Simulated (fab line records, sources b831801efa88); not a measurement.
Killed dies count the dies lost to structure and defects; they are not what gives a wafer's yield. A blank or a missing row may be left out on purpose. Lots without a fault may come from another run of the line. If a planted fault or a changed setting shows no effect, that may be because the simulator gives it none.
A single fault, viewed from 2 desks / flow sky130 / each desk holds nothing but its own numbers, with what lay behind them at the end

== THE METROLOGY DESK ==
What the gauges read, lot by lot, whatever tool the lot ran on: means of the sampled wafers that have a number. A lot is out of limits, marked OUT, if its mean lies more than 4 standard deviations from the usual mean; the brackets give that distance.
Columns: A = cdNm at SKY_POLY_CUT_CD_MEAS_08, usual 270.7 nm
lot=L906; first seen here=day 24 17:31; A=272.8
lot=L907; first seen here=day 25 07:21; A=269.4
lot=L908; first seen here=day 25 20:26; A=268.3
lot=L911; first seen here=day 26 21:50; A=271.9
lot=L922; first seen here=day 30 16:53; A=271.9
lot=L924; first seen here=day 31 15:32; A=271.8
lot=L925; first seen here=day 31 19:05; A=269.2
lot=L927; first seen here=day 31 21:32; A=271.1
lot=L926; first seen here=day 32 00:21; A=271.7
This desk found nothing out of limits on any of the 9 lots.

== TOOL OWNER'S DESK, plasmaAsher-04 ==
The tool's own readings at SKY_LDD_LDN_STRIP_12 (strips in O2/N2): means of the sampled wafers that have a number, for each lot that ran on this tool. A lot is out of limits, marked OUT, if its mean lies more than 4 standard deviations from the usual mean; the brackets give that distance.
Columns: A = chamberPressureMTorr at SKY_LDD_LDN_STRIP_12, usual 1499.9 mTorr; B = drypumpMotorCurrentA at SKY_LDD_LDN_STRIP_12, usual 6.07 A; C = oesProductAu at SKY_LDD_LDN_STRIP_12, usual 0.715 a.u.; D = stripTimeToEndpointS at SKY_LDD_LDN_STRIP_12, usual 14.20 s
lot=L908; first seen here=day 24 10:49; A=1499.5; B=6.14; C=0.716; D=14.24
lot=L922; first seen here=day 29 10:56; A=1500.5; B=6.16; C=0.714; D=14.20
lot=L924; first seen here=day 30 10:10; A=1500.1; B=6.13; C=0.715; D=14.24
lot=L925; first seen here=day 30 12:46; A=1499.8; B=5.97; C=0.717; D=14.17
This desk found nothing out of limits on any of the 4 lots.

== PUT TOGETHER ==
From the metrology desk's view, nothing was out of limits.
The desk of the tool owner found nothing out of limits.

== WHAT WAS PUT IN BY THE SIMULATOR ==
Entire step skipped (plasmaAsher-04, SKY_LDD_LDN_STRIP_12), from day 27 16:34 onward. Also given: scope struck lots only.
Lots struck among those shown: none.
